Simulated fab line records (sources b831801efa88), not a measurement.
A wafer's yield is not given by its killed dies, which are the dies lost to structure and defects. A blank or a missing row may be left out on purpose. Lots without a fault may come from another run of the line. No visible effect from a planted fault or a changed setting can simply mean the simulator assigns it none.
A struck lot beside a sound one	flow gf180mcu	18 steps out of a route of 602
Sound: wafers L948.2, L948.4, L948.6. Struck: wafer L953.4 (L953.2, L953.5, from the same lot, were not struck and are left out); the cause is given at the end.
Each step with rows lists, per side, the tool, then ch with its chambers, then its first start. Under that, the readings that differ: sound wafers	struck wafers	difference of the means	sigmas: that difference in standard deviations of wafers without a fault.
alike: same words and numbers on both sides, and readings whose means sit less than 2 such deviations apart. not compared: any withheld reading, any reading some wafer has no value for, any bound like >300 that may hide the same value, and any number with overlapping values for which the record gives no deviation.
Wherever a step has rows on one side only, a row that says differs or no value, or a row with sigmas, the two part there. When numbers do not overlap yet have no deviation, they are printed without sigmas and do not part them. Lack of a reading on every wafer of one side parts them only where that side has two or more wafers.

first, 5 steps without rows for these wafers: GF_VT_IMPLANT_COAT_24 (resist thk 1000 nm); GF_VT_IMPLANT_SOFTBAKE_25 (time 60 s); GF_VT_IMPLANT_EXPOSE_26 (exposes mask LVPWELL HV AREA, target cd 860 nm); GF_VT_IMPLANT_PEB_27; GF_VT_IMPLANT_DEVELOP_28 (develop time 60 s).
GF_VT_IMPLANT_OVL_MEAS_29:
  sound on overlay-01 at day 9 02:15; struck on overlay-02 at day 10 10:24
  alike: VT_IMPLANT_02_OVL
after that, 1 step had no rows for these wafers: GF_VT_IMPLANT_IMPLANT_30.
GF_VT_IMPLANT_STRIP_31: strips in O2/N2.
  sound on plasma asher-02 ch 0,1, day 9 02:26; struck on plasma asher-02 ch 0, day 10 10:35
reading	sound	struck	difference	sigmas
heater power w (W)	294 410 401	289	-79	-2
  alike: drypump motor current A, oes product au, strip time to endpoint s
  not compared: rf hours counter h
GF_VT_IMPLANT_TW_MEAS_32:
  sound on film metro-01 at day 9 02:32; struck on film metro-04 at day 10 10:41
  alike: VT_IMPLANT_3_TW
then, 3 steps without rows for these wafers: GF_VT_IMPLANT_DEHYDRATE_33 (time 60 s); GF_VT_IMPLANT_HMDS_34 (prime time 60 s); GF_VT_IMPLANT_COAT_35 (resist thk 1000 nm).
GF_VT_IMPLANT_SOFTBAKE_36: time 60 s.
  sound on litho track-01 ch 0, day 9 11:07; struck on litho track-04 ch 0, day 10 19:24
reading	sound	struck	difference	sigmas
heater power total W (W)	56.53 56.64 56.67	62.20	+5.59	+99 or more
run length s (s)	89.15 88.95 89.17	74.74	-14.35	-90
then, 2 steps without rows for these wafers: GF_VT_IMPLANT_EXPOSE_37 (exposes mask Nwell HV AREA, target cd 860 nm); GF_VT_IMPLANT_PEB_38.
GF_VT_IMPLANT_DEVELOP_39: develop time 60 s.
  sound on litho track-04 ch 0, day 9 19:48; struck on litho track-04 ch 0, day 11 04:27
reading	sound	struck	difference	sigmas
model.NOVOLAK_of_VT_IMPLANT_COAT_35.thk nm (nm)	1000 999.5 1001	1004	+4	
GF_VT_IMPLANT_OVL_MEAS_40:
  sound on overlay-01 at day 9 19:56; struck on overlay-01 at day 11 04:35
reading	sound	struck	difference	sigmas
VT_IMPLANT_03_OVL (nm)	2.1 2.8 2.1	-4.0	-6.3	-4
-- here the record skips 22 days between the struck wafers' starts before and after, leaving off in module VT_IMPLANT and picking up in module PASSIVATION (first step shown: number 602 of the route) --
GF_PASSIVATION_PROBE_99:
  rows exist in the record for the struck wafers here (prober-01, day 32 20:41), but not for the sound ones

== WHERE THEY PART ==
Earliest at GF_VT_IMPLANT_STRIP_31; latest, in this record, at GF_PASSIVATION_PROBE_99.

WHY: the cause the simulator had injected
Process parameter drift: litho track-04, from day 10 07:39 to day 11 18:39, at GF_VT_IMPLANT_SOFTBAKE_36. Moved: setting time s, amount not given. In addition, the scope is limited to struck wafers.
